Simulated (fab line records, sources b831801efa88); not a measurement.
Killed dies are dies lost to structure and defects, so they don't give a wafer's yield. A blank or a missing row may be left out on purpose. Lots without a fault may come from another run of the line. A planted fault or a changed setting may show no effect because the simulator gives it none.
Which tool did it? | flow sky130 | 13 lots, 39 wafers sampled, at 5 steps of a route of 708

WHAT THE GAUGES READ, wafer by wafer
SKY_SONOS_TUNNEL_TW_MEAS_12. Usual: SONOS_TUNNEL_TW 197.4, standard deviation 1.4.
lot  | measured     | on            | SONOS_TUNNEL_TW   | flag
L650 | day 11 10:55 | film_metro-01 | 197.2 197.9 198.2 |
L653 | day 12 13:06 | film_metro-04 | 198.2 197.7 198.2 |
L655 | day 13 05:47 | film_metro-01 | 199.1 196.3 198.0 |
L656 | day 13 15:02 | film_metro-01 | 198.4 198.4 197.9 |
L657 | day 13 15:38 | film_metro-03 | 195.3 195.5 195.3 |
L659 | day 14 08:10 | film_metro-03 | 195.3 195.8 194.9 |
L660 | day 15 00:12 | film_metro-03 | 195.9 194.6 196.3 |
L661 | day 15 00:28 | film_metro-04 | 198.4 199.0 198.8 |
L662 | day 15 09:11 | film_metro-03 | 195.8 196.3 195.6 |
L663 | day 15 14:11 | film_metro-04 | 369.9 369.9 370.1 | OFF
L664 | day 15 19:38 | film_metro-01 | 371.6 371.6 372.0 | OFF
L665 | day 16 04:10 | film_metro-04 | 370.9 371.7 369.0 | OFF
L666 | day 16 19:19 | film_metro-03 | 364.2 365.6 363.8 | OFF

SKY_LDD_LDN_OVL_MEAS_07. Usual: LDD_LDN_OVL 0.0 nm, standard deviation 1.5.
lot  | measured     | on         | LDD_LDN_OVL (nm) | flag
L650 | day 23 00:28 | overlay-01 | 1.4 3.4 1.7      |
L653 | day 24 11:58 | overlay-01 | 0.0 -0.7 0.0     |
L655 | day 25 05:32 | overlay-01 | -0.9 -2.4 0.1    |
L656 | day 25 12:59 | overlay-02 | -0.4 1.0 0.7     |
L657 | day 25 13:17 | overlay-01 | -1.5 -1.7 0.0    |
L659 | day 26 09:03 | overlay-01 | 1.2 0.9 0.3      |
L660 | day 26 20:04 | overlay-01 | -1.7 -0.8 -1.8   |
L661 | day 27 01:14 | overlay-02 | 2.9 1.2 0.4      |
L662 | day 27 13:19 | overlay-01 | -0.2 -0.1 -0.6   |

SKY_SPACER_THK_MEAS_01. Usual: SPACER_CVD_00_THK 43.2 nm, standard deviation 0.47.
lot  | measured     | on            | SPACER_CVD_00_THK (nm) | flag
L650 | day 23 03:08 | film_metro-02 | 42.0 42.3 42.5         |
L653 | day 24 14:05 | film_metro-01 | 43.6 43.5 43.4         |
L655 | day 25 09:05 | film_metro-03 | 43.2 42.9 43.3         |
L656 | day 25 16:34 | film_metro-01 | 43.6 43.4 43.6         |
L657 | day 25 18:21 | film_metro-02 | 42.2 42.8 42.4         |
L659 | day 26 11:06 | film_metro-02 | 43.4 43.4 42.9         |
L660 | day 26 22:21 | film_metro-01 | 43.8 43.9 43.8         |
L661 | day 27 03:17 | film_metro-02 | 43.5 43.5 43.6         |
L662 | day 27 15:22 | film_metro-02 | 42.4 42.3 42.5         |

WHICH TOOL RAN EACH LOT (tool, then ch and the chambers of the sampled wafers, then the start)
lot  | SKY_SONOS_TUNNEL_IMPLANT_09     | SKY_SONOS_ONO_ETCH_15
L650 | implanter-02 ch 0, day 11 10:31 | rie_diel-02 ch 0,1,2, day 12 17:49
L653 | implanter-02 ch 0, day 12 12:40 | rie_diel-04 ch 1,2,3, day 14 00:37
L655 | implanter-02 ch 0, day 13 05:23 | rie_diel-02 ch 2,3, day 14 13:04
L656 | implanter-03 ch 0, day 13 14:38 | rie_diel-04 ch 0,2, day 15 00:22
L657 | implanter-03 ch 0, day 13 15:13 | rie_diel-02 ch 1,2, day 15 00:40
L659 | implanter-02 ch 0, day 14 07:46 | rie_diel-02 ch 0,1,2, day 15 18:37
L660 | implanter-03 ch 0, day 14 23:50 | rie_diel-04 ch 0,1,3, day 16 08:58
L661 | implanter-02 ch 0, day 15 00:04 | rie_diel-02 ch 0,1,2, day 16 12:55
L662 | implanter-03 ch 0, day 15 08:48 | rie_diel-02 ch 0,3, day 16 23:07
L663 | implanter-02 ch 0, day 15 13:46 | -
L664 | implanter-02 ch 0, day 15 19:13 | -
L665 | implanter-02 ch 0, day 16 03:44 | -
L666 | implanter-02 ch 0, day 16 18:55 | -
- SKY_SONOS_TUNNEL_IMPLANT_09
- SKY_SONOS_ONO_ETCH_15: etches the open film in CHF3/O2, target depth 19.52 nm, time 7.8 s.

WHAT THE TOOLS THEMSELVES READ (means of the sampled wafers that have a number; where no wafer has one, the mark that the record gives instead)
SKY_SONOS_ONO_ETCH_15. Usual: O2_flow_sccm 4.999 sccm, standard deviation 0.016; drypump_motor_current_A 5.8 A, standard deviation 0.53; oes_product_au 1.000 a.u., standard deviation 0.01; throttle_valve_pct 8.825 %, standard deviation 0.0096.
lot  | tool        | O2_flow_sccm (sccm) | drypump_motor_current_A (A) | oes_product_au (a.u.) | throttle_valve_pct (%) | flag
L650 | rie_diel-02 | 4.991               | 5.9                         | 0.984                 | 8.830                  |
L653 | rie_diel-04 | 4.995               | 5.7                         | 1.003                 | 8.824                  |
L655 | rie_diel-02 | 4.998               | 5.6                         | 0.991                 | 8.819                  |
L656 | rie_diel-04 | 5.006               | 6.1                         | 1.002                 | 8.821                  |
L657 | rie_diel-02 | 5.010               | 6.3                         | 0.998                 | 8.827                  |
L659 | rie_diel-02 | 4.997               | 5.9                         | 0.990                 | 8.830                  |
L660 | rie_diel-04 | 4.993               | 6.1                         | 1.012                 | 8.829                  |
L661 | rie_diel-02 | 4.989               | 5.9                         | 0.992                 | 8.833                  |
L662 | rie_diel-02 | 5.003               | 5.3                         | 0.994                 | 8.830                  |

THE ANSWER, worked out from the rows above alone
Rule: a lot is off if the mean of its wafers that have a number lies more than 3 standard deviations from the usual mean. A lot without any number at a reading at which 4 lots or more have one is off too. The other lots that the step has rows for count as sound. The gauges are gone through in route order, then the tools' own readings, and for those a lot's mean is taken as printed above. The first step at which some lot is off is used, and at that step the reading that is off furthest; a lot without a number counts as furthest.
Off: L663, L664, L665, L666, at SKY_SONOS_TUNNEL_TW_MEAS_12 (SONOS_TUNNEL_TW).
A tool fits if, at a process step before that reading, it ran every lot that is off, and no sound lot after the first of them. The gauges at SKY_SONOS_TUNNEL_TW_MEAS_12 are tried like those tools. One fits: implanter-02 at SKY_SONOS_TUNNEL_IMPLANT_09. Its last sound lot is L661 (day 15 00:04), its first lot that is off L663 (day 15 13:46): a fault that began between those two fits.

WHAT THE SIMULATOR HAD PUT IN
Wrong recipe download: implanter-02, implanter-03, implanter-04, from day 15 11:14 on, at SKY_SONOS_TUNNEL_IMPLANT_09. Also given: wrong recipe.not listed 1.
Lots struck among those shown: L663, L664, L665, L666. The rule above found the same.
